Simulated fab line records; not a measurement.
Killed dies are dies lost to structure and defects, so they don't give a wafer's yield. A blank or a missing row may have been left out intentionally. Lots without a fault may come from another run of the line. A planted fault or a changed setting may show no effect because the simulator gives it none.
fab line records	flow sky130
record lots=13	wafers=39	last_day=50
route steps=708 shown CAP2M@606 VIA4@639 METAL5@661 PAD_OPEN@708
lots that met no fault: taken from a fault-free run of the same line
start_h: hours from the record's opening day to when the first of the lot's shown wafers began	wait_h: hours elapsed since this lot's preceding step	" same as the row above	L1.1+2: a row that stands for several wafers	- value missing, or start not given	* or withheld: withheld	< > ~ a bound
route shown NAME@n: NAME is a module with steps in the file, n the number in the route of the first one	usual: mean and standard deviation over wafers with no fault	same: alike in all rows	chamber/n: place in a boat	sites: per-site readings	_std_site: how widely they spread, as a standard deviation	_edge_site: the outer-site mean with the inner-site mean subtracted	radius_mm: how far each site lies from the wafer's centre	mask NAME#n: copy n	behind: the last tool/chamber to shape the wafer	hold: why the lot went on hold/how many hours it stayed there/how the hold came to an end	device: the n, p or np transistor that did not switch	end of line: the tests these same wafers got at the end of their route	a step given without rows: its recipe and nothing more	killed: count of dies lost to structure and defects at first sort (not the wafer's yield)	map: per-die view of a wafer (x killed, . not killed, _ where there is no die)
set.NAME: the setting that was run; set.NAME@STEP: the one run at that earlier step	model.NAME: the simulator's own value behind a step, which no gauge read
steps of the route over a sample of lots; a table a step, a row a wafer
services: from which hour (start_h, from the record's first day; less than 0 if before it) a tool's chamber was out of use, for how many hours, and why
## steps
# step SKY_CAP2M_RS_MEAS_03
# recipe thk_meas_gauge=four-point-probe	reads=TiN_of_CAP2M_SPUTTER_02
# usual CAP2M_TIN_RS=6.91/0.08
lot.wafer	tool	chamber	start_h	wait_h	CAP2M_TIN_RS[ohm/sq]
L363.2	film_metro-04	-	932.02	0.1	6.93
L363.3	"	-	"	"	6.97
L363.5	"	-	"	"	7.04
L364.4	film_metro-03	-	939.69	0.1	6.85
L364.5	"	-	"	"	6.90
L364.6	"	-	"	"	6.91
L366.1	film_metro-03	-	946.33	0.1	6.89
L366.3	"	-	"	"	7.00
L366.6	"	-	"	"	6.90
L372.1	film_metro-03	-	998.64	0.1	6.90
L372.4	"	-	"	"	6.99
L372.6	"	-	"	"	6.89
L373.3	film_metro-03	-	1006.23	0.1	6.90
L373.4	"	-	"	"	7.02
L373.6	"	-	"	"	6.97
L374.1	film_metro-03	-	1011.21	0.1	6.91
L374.3	"	-	"	"	6.95
L374.5	"	-	"	"	6.91
L375.1	film_metro-04	-	1015.41	0.1	6.96
L375.2	"	-	"	"	6.87
L375.6	"	-	"	"	6.99
L376.1	film_metro-04	-	1027.25	0.1	6.86
L376.2	"	-	"	"	6.83
L376.6	"	-	"	"	6.98
L382.1	film_metro-03	-	1061.76	0.1	6.86
L382.5	"	-	"	"	6.80
L382.6	"	-	"	"	6.86
L383.1	film_metro-04	-	1067.69	0.1	6.93
L383.2	"	-	"	"	7.05
L383.3	"	-	"	"	6.89
L384.3	film_metro-04	-	1073.42	0.1	6.91
L384.4	"	-	"	"	6.89
L384.5	"	-	"	"	6.92
L385.2	film_metro-04	-	1075.50	0.1	6.83
L385.4	"	-	"	"	6.95
L385.6	"	-	"	"	6.90
L386.1	film_metro-04	-	1081.65	0.1	6.75
L386.3	"	-	"	"	6.82
L386.6	"	-	"	"	6.78
# step SKY_VIA4_HDPCVD_00
# recipe material=SiO2	target_thk_nm=1750	sigma_open_frac=0.3	time_s=291.7	temp_c=400	sih4_flow_sccm=60	pressure_mtorr=6
lot.wafer	tool	chamber	start_h	wait_h
L363.2+3+5	hdpcvd-01	0,2,0	984.30	0.0
L364.4+5+6	hdpcvd-02	0,2,1	989.69	0.1
L366.1+3+6	hdpcvd-02	0,1,0	996.94	0.0
L372.1+4+6	hdpcvd-02	0	1045.49	0.0
L373.3+4+6	hdpcvd-01	1,0,2	1052.92	0.0
L374.1+3+5	hdpcvd-01	2,0,0	1058.30	0.0
L375.1+2+6	hdpcvd-01	0,2,1	1060.94	0.0
L376.1+2+6	hdpcvd-02	0,2,1	1072.14	0.0
L382.1+5+6	hdpcvd-02	1,0,2	1104.99	0.0
L383.1+2+3	hdpcvd-02	2,0,1	1110.44	0.0
L384.3+4+5	hdpcvd-02	1,2,0	1116.05	0.0
L385.2+4+6	hdpcvd-01	1,0,2	1117.84	0.0
L386.1+3+6	hdpcvd-02	2,0,0	1123.44	0.0
# step SKY_VIA4_THK_MEAS_01
# recipe reads=SiO2_of_VIA4_HDPCVD_00
# usual VIA4_HDPCVD_THK=1753/25
lot.wafer	tool	chamber	start_h	wait_h	hold	VIA4_HDPCVD_THK[nm]
L363.2	film_metro-04	-	984.58	0.2	-	1719
L363.3	"	-	"	"	-	1763
L363.5	"	-	"	"	-	1721
L364.4	film_metro-01	-	989.81	0.0	-	1734
L364.5	"	-	"	"	-	1774
L364.6	"	-	"	"	-	1769
L366.1	film_metro-01	-	997.12	0.1	-	1730
L366.3	"	-	"	"	-	1764
L366.6	"	-	"	"	-	1748
L372.1	film_metro-02	-	1045.76	0.2	-	1752
L372.4	"	-	"	"	-	1759
L372.6	"	-	"	"	-	1734
L373.3	film_metro-04	-	1053.12	0.1	await_dispo/0.2h/release	1770
L373.4	"	-	"	"	await_dispo/0.2h/release	1303
L373.6	"	-	"	"	await_dispo/0.2h/release	1803
L373.3	film_metro-04	-	1053.35	0.2	-	1769
L373.4	"	-	"	"	-	1304
L373.6	"	-	"	"	-	1801
L374.1	film_metro-02	-	1058.48	0.1	await_dispo/0.2h/release	1369
L374.3	"	-	"	"	await_dispo/0.2h/release	1732
L374.5	"	-	"	"	await_dispo/0.2h/release	1312
L374.1	film_metro-02	-	1058.71	0.2	-	1369
L374.3	"	-	"	"	-	1734
L374.5	"	-	"	"	-	1313
L375.1	film_metro-04	-	1061.12	0.1	await_dispo/0.2h/release	1295
L375.2	"	-	"	"	await_dispo/0.2h/release	1778
L375.6	"	-	"	"	await_dispo/0.2h/release	1760
L375.1	film_metro-04	-	1061.35	0.2	-	1294
L375.2	"	-	"	"	-	1778
L375.6	"	-	"	"	-	1760
L376.1	film_metro-04	-	1072.32	0.1	-	1736
L376.2	"	-	"	"	-	1777
L376.6	"	-	"	"	-	1761
L382.1	film_metro-04	-	1105.17	0.1	-	1752
L382.5	"	-	"	"	-	1737
L382.6	"	-	"	"	-	1756
L383.1	film_metro-02	-	1110.62	0.1	-	1744
L383.2	"	-	"	"	-	1739
L383.3	"	-	"	"	-	1726
L384.3	film_metro-01	-	1116.25	0.1	-	1753
L384.4	"	-	"	"	-	1744
L384.5	"	-	"	"	-	1727
L385.2	film_metro-01	-	1118.03	0.1	-	1769
L385.4	"	-	"	"	-	1756
L385.6	"	-	"	"	-	1788
L386.1	film_metro-01	-	1123.62	0.1	-	1763
L386.3	"	-	"	"	-	1730
L386.6	"	-	"	"	-	1736
# step SKY_METAL5_SPUTTER_00
# recipe material=Ti	target_thk_nm=15	power_w=3000	time_s=10	chamber_pressure_pa=0.4
# usual throttle_valve_pct=30.2/1.1
lot.wafer	tool	chamber	start_h	wait_h	throttle_valve_pct
L363.2	pvd_sputter-04	-	1009.66	0.2	31.1
L363.3	"	-	"	"	31.1
L363.5	"	-	"	"	28.8
L364.4	pvd_sputter-04	-	1014.68	0.1	28.8
L364.5	"	-	"	"	31.8
L364.6	"	-	"	"	31.0
L366.1	pvd_sputter-01	-	1021.91	0.2	29.7
L366.3	"	-	"	"	29.5
L366.6	"	-	"	"	29.2
L372.1	pvd_sputter-04	-	1069.06	0.1	31.8
L372.4	"	-	"	"	28.9
L372.6	"	-	"	"	32.2
L373.3	pvd_sputter-04	-	1076.26	0.1	28.8
L373.4	"	-	"	"	30.8
L373.6	"	-	"	"	31.9
L374.1	pvd_sputter-03	-	1081.82	0.2	31.1
L374.3	"	-	"	"	29.1
L374.5	"	-	"	"	29.8
L375.1	pvd_sputter-01	-	1084.80	0.2	29.5
L375.2	"	-	"	"	29.9
L375.6	"	-	"	"	31.1
L376.1	pvd_sputter-03	-	1094.47	0.2	29.0
L376.2	"	-	"	"	31.4
L376.6	"	-	"	"	29.2
L382.1	pvd_sputter-01	-	1126.71	0.2	29.5
L382.5	"	-	"	"	28.4
L382.6	"	-	"	"	29.5
L383.1	pvd_sputter-04	-	1131.98	0.2	30.8
L383.2	"	-	"	"	31.6
L383.3	"	-	"	"	31.4
L384.3	pvd_sputter-03	-	1137.56	0.1	29.6
L384.4	"	-	"	"	31.1
L384.5	"	-	"	"	31.5
L385.2	pvd_sputter-03	-	1139.58	0.1	29.6
L385.4	"	-	"	"	31.2
L385.6	"	-	"	"	30.2
L386.1	pvd_sputter-04	-	1144.53	0.2	28.8
L386.3	"	-	"	"	32.3
L386.6	"	-	"	"	31.8
# step SKY_METAL5_SPUTTER_03
# recipe material=Ti	target_thk_nm=5	power_w=3000	time_s=3.3	chamber_pressure_pa=0.4
# usual throttle_valve_pct=30.2/1.1
lot.wafer	tool	chamber	start_h	wait_h	throttle_valve_pct
L363.2	pvd_sputter-04	-	1009.76	0.0	31.4
L363.3	"	-	"	"	31.0
L363.5	"	-	"	"	29.0
L364.4	pvd_sputter-04	-	1014.77	0.0	28.8
L364.5	"	-	"	"	31.4
L364.6	"	-	"	"	30.9
L366.1	pvd_sputter-01	-	1022.01	0.0	29.7
L366.3	"	-	"	"	29.6
L366.6	"	-	"	"	29.6
L372.1	pvd_sputter-04	-	1069.16	0.0	32.2
L372.4	"	-	"	"	29.3
L372.6	"	-	"	"	31.8
L373.3	pvd_sputter-04	-	1076.36	0.0	28.9
L373.4	"	-	"	"	30.8
L373.6	"	-	"	"	31.6
L374.1	pvd_sputter-03	-	1081.91	0.0	31.2
L374.3	"	-	"	"	29.3
L374.5	"	-	"	"	29.6
L375.1	pvd_sputter-01	-	1084.90	0.0	29.5
L375.2	"	-	"	"	29.6
L375.6	"	-	"	"	31.2
L376.1	pvd_sputter-03	-	1094.57	0.0	29.0
L376.2	"	-	"	"	31.4
L376.6	"	-	"	"	29.2
L382.1	pvd_sputter-01	-	1126.82	0.0	29.1
L382.5	"	-	"	"	28.7
L382.6	"	-	"	"	29.4
L383.1	pvd_sputter-04	-	1132.07	0.0	30.9
L383.2	"	-	"	"	32.2
L383.3	"	-	"	"	31.5
L384.3	pvd_sputter-03	-	1137.66	0.0	29.2
L384.4	"	-	"	"	31.2
L384.5	"	-	"	"	31.4
L385.2	pvd_sputter-03	-	1139.67	0.0	29.4
L385.4	"	-	"	"	31.2
L385.6	"	-	"	"	30.5
L386.1	pvd_sputter-04	-	1144.63	0.0	29.2
L386.3	"	-	"	"	32.0
L386.6	"	-	"	"	31.9
# step SKY_PAD_OPEN_PROBE_99
# usual defect_limited_yield=82.9/1.7	killed_at_M0_to_M3=42/6.1	killed_at_M4_up=3.4/2	killed_at_contacts=23/4.8	killed_at_front_end=15/3.8	killed_at_other=0.3/0.48	killed_dies=84/8.5	killed_on_rim=16/3.9	killed_open=46/6.8	killed_short=38/6.2
# same gross_dies=492	killed_at_back_side=0
lot.wafer	tool	chamber	start_h	wait_h	defect_limited_yield[%]	killed_at_M0_to_M3	killed_at_M4_up	killed_at_contacts	killed_at_front_end	killed_at_other	killed_dies	killed_on_rim	killed_open	killed_short
L363.2	prober-01	-	1079.49	0.1	80.9	45	2	30	16	1	94	16	51	42
L363.3	prober-01	-	1079.54	0.2	83.7	38	3	23	16	0	80	19	44	35
L363.5	prober-01	-	1079.64	0.2	83.9	37	2	25	14	1	79	11	47	32
L364.4	prober-02	-	1083.79	0.2	83.7	38	3	25	14	0	80	15	55	25
L364.5	prober-02	-	1083.84	0.2	79.9	55	3	21	20	0	99	19	51	48
L364.6	prober-02	-	1083.89	0.2	83.5	34	5	26	16	0	81	19	45	36
L366.1	prober-02	-	1089.89	0.1	82.9	33	1	29	21	0	84	15	54	30
L366.3	prober-02	-	1089.99	0.2	80.1	51	5	23	17	2	98	17	54	44
L366.6	prober-02	-	1090.14	0.2	84.1	37	6	18	17	0	78	20	39	39
L372.1	prober-02	-	1133.61	0.1	82.1	52	0	23	12	1	88	13	48	40
L372.4	prober-02	-	1133.76	0.2	84.6	44	6	18	8	0	76	18	45	31
L372.6	prober-02	-	1133.86	0.2	87.2	34	2	17	10	0	63	11	29	34
L373.3	prober-01	-	1140.69	0.2	82.5	41	3	23	19	0	86	9	47	39
L373.4	prober-01	-	1140.74	0.2	84.6	35	1	24	16	0	76	17	44	32
L373.6	prober-01	-	1140.84	0.2	82.7	47	4	18	16	0	85	18	51	34
L374.1	prober-02	-	1144.88	0.1	84.1	38	3	16	20	1	78	13	37	40
L374.3	prober-02	-	1144.98	0.2	84.8	35	4	20	16	0	75	13	35	40
L374.5	prober-02	-	1145.08	0.2	79.7	51	4	24	21	0	100	21	48	50
L375.1	prober-01	-	1146.73	0.1	81.9	43	4	29	12	1	89	13	53	36
L375.2	prober-01	-	1146.78	0.1	83.3	34	4	28	15	1	82	16	45	37
L375.6	prober-01	-	1146.98	0.2	83.7	41	2	22	15	0	80	21	41	39
L376.1	prober-02	-	1156.67	0.1	82.3	51	3	17	16	0	87	16	45	41
L376.2	prober-02	-	1156.72	0.1	83.7	47	3	12	17	1	80	13	53	25
L376.6	prober-02	-	1156.92	0.2	84.1	39	6	22	11	0	78	13	48	28
L382.1	prober-01	-	1183.64	0.1	83.1	46	3	19	15	0	83	13	46	36
L382.5	prober-01	-	1183.84	0.2	83.3	32	2	34	14	0	82	16	43	39
L382.6	prober-01	-	1183.89	0.2	82.5	46	1	23	15	1	86	19	48	37
L383.1	prober-02	-	1188.49	0.1	81.9	44	6	27	12	0	89	17	50	39
L383.2	prober-02	-	1188.54	0.1	82.5	42	1	25	17	1	86	24	45	41
L383.3	prober-02	-	1188.59	0.2	79.3	48	10	27	17	0	102	15	48	54
L384.3	prober-01	-	1192.27	0.2	80.5	51	3	31	11	0	96	24	58	37
L384.4	prober-01	-	1192.32	0.2	81.3	42	2	28	20	0	92	14	51	40
L384.5	prober-01	-	1192.37	0.2	80.7	43	9	26	17	0	95	16	47	48
L385.2	prober-02	-	1194.38	0.1	80.9	46	2	26	20	0	94	17	42	51
L385.4	prober-02	-	1194.48	0.2	83.3	37	3	31	11	0	82	15	43	39
L385.6	prober-02	-	1194.58	0.2	84.8	38	2	21	14	0	75	12	38	37
L386.3	prober-01	-	1198.13	0.2	83.3	30	4	33	15	0	82	16	55	27
L386.6	prober-01	-	1198.28	0.2	84.1	43	4	18	13	0	78	15	43	35
# killed by level:class
L363.2 VIA1:geometric_particle:open=10 LI_CONTACT:geometric_particle:open=10 CONTACT:geometric_particle:open=8 VIA3:geometric_particle:open=8 METAL2:geometric_particle:short=7 VIA3:geometric_particle:short=7 POLY_GATE:geometric_particle:open=5 LOCAL_INTERCONNECT:geometric_particle:short=5
L363.3 LI_CONTACT:geometric_particle:open=13 VIA1:geometric_particle:open=11 VIA3:geometric_particle:open=7 METAL2:geometric_particle:short=6 CONTACT:geometric_particle:open=5 VIA2:geometric_particle:short=5 FIELD_ISO:geometric_particle:short=4 FIELD_ISO:geometric_particle:open=3
L363.5 CONTACT:geometric_particle:open=10 VIA1:geometric_particle:open=8 CONTACT:geometric_particle:short=6 VIA3:geometric_particle:open=6 METAL2:geometric_particle:short=5 VIA2:geometric_particle:open=5 FIELD_ISO:geometric_particle:short=4 LI_CONTACT:geometric_particle:open=4
L364.4 CONTACT:geometric_particle:open=13 VIA1:geometric_particle:open=13 LI_CONTACT:geometric_particle:open=8 VIA3:geometric_particle:open=6 POLY_GATE:geometric_particle:open=5 VIA1:geometric_particle:short=4 METAL2:geometric_particle:short=4 POLY_GATE:geometric_particle:short=3
L364.5 VIA1:geometric_particle:open=12 CONTACT:geometric_particle:open=8 POLY_GATE:geometric_particle:short=6 METAL1:geometric_particle:short=6 METAL2:geometric_particle:short=6 VIA3:geometric_particle:open=6 POLY_GATE:geometric_particle:open=5 LI_CONTACT:geometric_particle:open=5
L364.6 CONTACT:geometric_particle:open=11 VIA1:geometric_particle:open=10 LI_CONTACT:geometric_particle:open=7 FIELD_ISO:geometric_particle:short=6 VIA2:geometric_particle:open=6 VIA1:geometric_particle:short=5 METAL4:geometric_particle:short=5 CONTACT:geometric_particle:short=4
L366.1 CONTACT:geometric_particle:open=17 VIA1:geometric_particle:open=8 FIELD_ISO:geometric_particle:open=7 FIELD_ISO:geometric_particle:short=5 POLY_GATE:geometric_particle:short=5 VIA3:geometric_particle:open=5 LI_CONTACT:geometric_particle:open=4 VIA1:geometric_particle:short=4
L366.3 CONTACT:geometric_particle:open=12 METAL2:geometric_particle:short=10 VIA1:geometric_particle:open=9 VIA2:geometric_particle:open=6 VIA2:geometric_particle:short=6 FIELD_ISO:geometric_particle:short=5 FIELD_ISO:geometric_particle:open=5 LI_CONTACT:geometric_particle:open=5
L366.6 LI_CONTACT:geometric_particle:open=8 CONTACT:geometric_particle:open=8 METAL3:geometric_particle:short=6 VIA1:geometric_particle:open=6 POLY_GATE:geometric_particle:short=5 METAL1:geometric_particle:short=5 FIELD_ISO:geometric_particle:short=4 FIELD_ISO:geometric_particle:open=4
L372.1 VIA1:geometric_particle:open=15 VIA2:geometric_particle:open=9 METAL1:geometric_particle:short=7 CONTACT:geometric_particle:short=6 METAL2:geometric_particle:short=6 VIA3:geometric_particle:open=6 FIELD_ISO:geometric_particle:short=5 CONTACT:geometric_particle:open=5
L372.4 VIA1:geometric_particle:open=12 CONTACT:geometric_particle:open=8 VIA3:geometric_particle:open=7 POLY_GATE:geometric_particle:open=5 METAL1:geometric_particle:short=5 VIA2:geometric_particle:short=4 VIA2:geometric_particle:open=4 METAL4:geometric_particle:short=4
L372.6 VIA1:geometric_particle:open=13 CONTACT:geometric_particle:open=5 METAL2:geometric_particle:short=5 LOCAL_INTERCONNECT:geometric_particle:short=4 POLY_GATE:geometric_particle:short=3 LI_CONTACT:geometric_particle:open=3 CONTACT:geometric_particle:short=3 VIA2:geometric_particle:short=3
L373.3 CONTACT:geometric_particle:open=10 FIELD_ISO:geometric_particle:open=7 VIA1:geometric_particle:open=7 CONTACT:geometric_particle:short=6 VIA2:geometric_particle:open=6 VIA3:geometric_particle:open=5 FIELD_ISO:geometric_particle:short=4 LI_CONTACT:geometric_particle:short=4
L373.4 VIA1:geometric_particle:open=8 CONTACT:geometric_particle:open=7 FIELD_ISO:geometric_particle:short=6 LI_CONTACT:geometric_particle:open=6 VIA3:geometric_particle:open=6 METAL1:geometric_particle:short=6 VIA2:geometric_particle:open=6 FIELD_ISO:geometric_particle:open=4
L373.6 VIA1:geometric_particle:open=12 FIELD_ISO:geometric_particle:open=8 VIA2:geometric_particle:open=7 LI_CONTACT:geometric_particle:open=6 CONTACT:geometric_particle:open=6 METAL2:geometric_particle:short=6 VIA3:geometric_particle:open=6 METAL1:geometric_particle:short=5
L374.1 VIA1:geometric_particle:open=9 VIA3:geometric_particle:open=8 CONTACT:geometric_particle:short=7 FIELD_ISO:geometric_particle:short=6 FIELD_ISO:geometric_particle:open=5 POLY_GATE:geometric_particle:short=5 VIA3:geometric_particle:short=5 LI_CONTACT:geometric_particle:open=4
L374.3 VIA2:geometric_particle:open=7 FIELD_ISO:geometric_particle:short=6 VIA1:geometric_particle:open=6 POLY_GATE:geometric_particle:short=5 CONTACT:geometric_particle:open=5 VIA3:geometric_particle:short=5 LI_CONTACT:geometric_particle:short=4 LI_CONTACT:geometric_particle:open=4
L374.5 POLY_GATE:geometric_particle:open=9 VIA1:geometric_particle:open=8 VIA3:geometric_particle:open=8 LOCAL_INTERCONNECT:geometric_particle:short=7 CONTACT:geometric_particle:open=7 METAL2:geometric_particle:short=7 VIA2:geometric_particle:short=6 LI_CONTACT:geometric_particle:open=5
L375.1 VIA3:geometric_particle:open=10 VIA1:geometric_particle:open=9 LI_CONTACT:geometric_particle:open=7 CONTACT:geometric_particle:open=7 POLY_GATE:geometric_particle:open=5 LOCAL_INTERCONNECT:geometric_particle:short=5 CONTACT:geometric_particle:short=5 POLY_GATE:geometric_particle:short=4
L375.2 CONTACT:geometric_particle:open=13 VIA1:geometric_particle:open=7 VIA2:geometric_particle:short=6 LI_CONTACT:geometric_particle:open=5 LOCAL_INTERCONNECT:geometric_particle:short=5 METAL1:geometric_particle:short=5 VIA2:geometric_particle:open=5 CONTACT:geometric_particle:short=4
L375.6 CONTACT:geometric_particle:open=10 VIA1:geometric_particle:open=8 METAL1:geometric_particle:short=7 VIA1:geometric_particle:short=7 FIELD_ISO:geometric_particle:open=4 LI_CONTACT:geometric_particle:open=4 VIA2:geometric_particle:open=4 METAL3:geometric_particle:short=4
L376.1 METAL1:geometric_particle:short=10 VIA1:geometric_particle:open=10 LI_CONTACT:geometric_particle:open=8 VIA3:geometric_particle:open=5 FIELD_ISO:geometric_particle:short=4 FIELD_ISO:geometric_particle:open=4 VIA2:geometric_particle:open=4 CONTACT:geometric_particle:short=4
L376.2 VIA1:geometric_particle:open=15 VIA3:geometric_particle:open=10 FIELD_ISO:geometric_particle:open=9 LI_CONTACT:geometric_particle:open=5 CONTACT:geometric_particle:open=5 VIA1:geometric_particle:short=5 METAL2:geometric_particle:short=5 VIA2:geometric_particle:open=4
L376.6 VIA1:geometric_particle:open=14 CONTACT:geometric_particle:open=7 LI_CONTACT:geometric_particle:open=6 POLY_GATE:geometric_particle:open=5 LI_CONTACT:geometric_particle:short=5 METAL1:geometric_particle:open=5 VIA1:geometric_particle:short=4 VIA2:geometric_particle:open=4
L382.1 METAL2:geometric_particle:short=9 VIA1:geometric_particle:open=8 VIA3:geometric_particle:open=8 CONTACT:geometric_particle:open=6 VIA2:geometric_particle:open=6 LI_CONTACT:geometric_particle:open=5 METAL3:geometric_particle:short=4 FIELD_ISO:geometric_particle:open=3
L382.5 CONTACT:geometric_particle:open=12 VIA3:geometric_particle:open=9 LI_CONTACT:geometric_particle:open=7 LOCAL_INTERCONNECT:geometric_particle:short=7 LI_CONTACT:geometric_particle:short=5 METAL1:geometric_particle:short=5 FIELD_ISO:geometric_particle:open=4 POLY_GATE:geometric_particle:short=4
L382.6 CONTACT:geometric_particle:open=14 VIA1:geometric_particle:open=12 VIA3:geometric_particle:open=8 LOCAL_INTERCONNECT:geometric_particle:short=5 VIA2:geometric_particle:short=5 FIELD_ISO:geometric_particle:open=4 METAL1:geometric_particle:short=4 VIA2:geometric_particle:open=4
L383.1 VIA1:geometric_particle:open=13 CONTACT:geometric_particle:open=11 VIA2:geometric_particle:open=8 METAL1:geometric_particle:short=7 VIA2:geometric_particle:short=7 LOCAL_INTERCONNECT:geometric_particle:short=6 FIELD_ISO:geometric_particle:open=5 METAL4:geometric_particle:short=5
L383.2 METAL1:geometric_particle:short=10 CONTACT:geometric_particle:open=9 VIA1:geometric_particle:open=8 LI_CONTACT:geometric_particle:open=7 VIA2:geometric_particle:open=7 VIA3:geometric_particle:open=5 VIA2:geometric_particle:short=5 CONTACT:geometric_particle:short=4
L383.3 VIA2:geometric_particle:open=10 CONTACT:geometric_particle:open=10 METAL4:geometric_particle:short=9 VIA1:geometric_particle:open=9 FIELD_ISO:geometric_particle:short=7 LOCAL_INTERCONNECT:geometric_particle:short=7 METAL3:geometric_particle:short=7 LI_CONTACT:geometric_particle:open=6
L384.3 VIA1:geometric_particle:open=18 CONTACT:geometric_particle:open=12 LI_CONTACT:geometric_particle:open=7 METAL1:geometric_particle:short=7 VIA2:geometric_particle:open=6 VIA3:geometric_particle:open=5 VIA3:geometric_particle:short=5 FIELD_ISO:geometric_particle:short=4
L384.4 LI_CONTACT:geometric_particle:open=7 VIA1:geometric_particle:short=7 CONTACT:geometric_particle:open=7 VIA1:geometric_particle:open=7 VIA3:geometric_particle:open=7 FIELD_ISO:geometric_particle:open=6 LOCAL_INTERCONNECT:geometric_particle:short=6 VIA2:geometric_particle:open=6
L384.5 VIA1:geometric_particle:open=12 VIA1:geometric_particle:short=8 METAL4:geometric_particle:short=7 LI_CONTACT:geometric_particle:open=6 CONTACT:geometric_particle:open=6 FIELD_ISO:geometric_particle:open=5 LI_CONTACT:geometric_particle:short=5 CONTACT:geometric_particle:short=5
L385.2 CONTACT:geometric_particle:short=9 METAL2:geometric_particle:short=9 METAL1:geometric_particle:short=8 CONTACT:geometric_particle:open=7 VIA1:geometric_particle:open=7 POLY_GATE:geometric_particle:short=5 LI_CONTACT:geometric_particle:open=5 VIA2:geometric_particle:open=5
L385.4 METAL1:geometric_particle:short=12 LI_CONTACT:geometric_particle:open=10 CONTACT:geometric_particle:short=7 CONTACT:geometric_particle:open=7 VIA2:geometric_particle:open=6 VIA3:geometric_particle:open=6 FIELD_ISO:geometric_particle:open=4 LOCAL_INTERCONNECT:geometric_particle:short=4
L385.6 CONTACT:geometric_particle:open=7 VIA1:geometric_particle:open=6 METAL1:geometric_particle:short=5 LOCAL_INTERCONNECT:geometric_particle:short=5 VIA2:geometric_particle:open=5 FIELD_ISO:geometric_particle:short=4 FIELD_ISO:geometric_particle:open=4 VIA3:geometric_particle:short=4
L386.3 LI_CONTACT:geometric_particle:open=11 CONTACT:geometric_particle:open=10 VIA3:geometric_particle:open=10 FIELD_ISO:geometric_particle:open=7 VIA1:geometric_particle:open=5 CONTACT:geometric_particle:short=4 VIA3:geometric_particle:short=4 FIELD_ISO:geometric_particle:short=3
L386.6 CONTACT:geometric_particle:open=11 VIA1:geometric_particle:open=9 VIA3:geometric_particle:open=9 METAL1:geometric_particle:short=6 METAL2:geometric_particle:short=4 VIA2:geometric_particle:short=4 FIELD_ISO:geometric_particle:open=3 FIELD_ISO:geometric_particle:short=3
## services
tool	chamber	start_h	hours	kind
hdpcvd-02	0	965.25	-	clean
hdpcvd-02	1	965.25	-	clean
hdpcvd-02	2	965.25	-	clean
hdpcvd-02	-	970.28	0.4	repair
hdpcvd-01	1	970.94	14.3	repair
hdpcvd-02	-	973.46	5.5	repair
hdpcvd-02	2	1040.88	17.6	repair
pvd_sputter-01	-	1072.59	4.6	repair
## key
first_sign step=SKY_VIA4_THK_MEAS_01	reading=visit	direction=added
effect step=SKY_VIA4_THK_MEAS_01	reading=VIA4_HDPCVD_THK	direction=down	sigmas=18	usual=1753	struck=1320
met_at SKY_VIA4_HDPCVD_00
struck_lots L373,L374,L375
struck_wafers L373.4,L374.1,L374.5,L375.1
not_acting_at SKY_CAP2M_RS_MEAS_03,SKY_METAL5_SPUTTER_00,SKY_METAL5_SPUTTER_03
onset_between 984.30 1052.92
fault kind=process_parameter_drift	tool=hdpcvd-01	chamber=-	onset_h=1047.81	steps=SKY_VIA4_HDPCVD_00	channel=target_thk_nm	offset=-431.56	shape=step	end_h=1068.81	scope=struck_wafers_only	acts_in=these_recipes_only	stated=1750
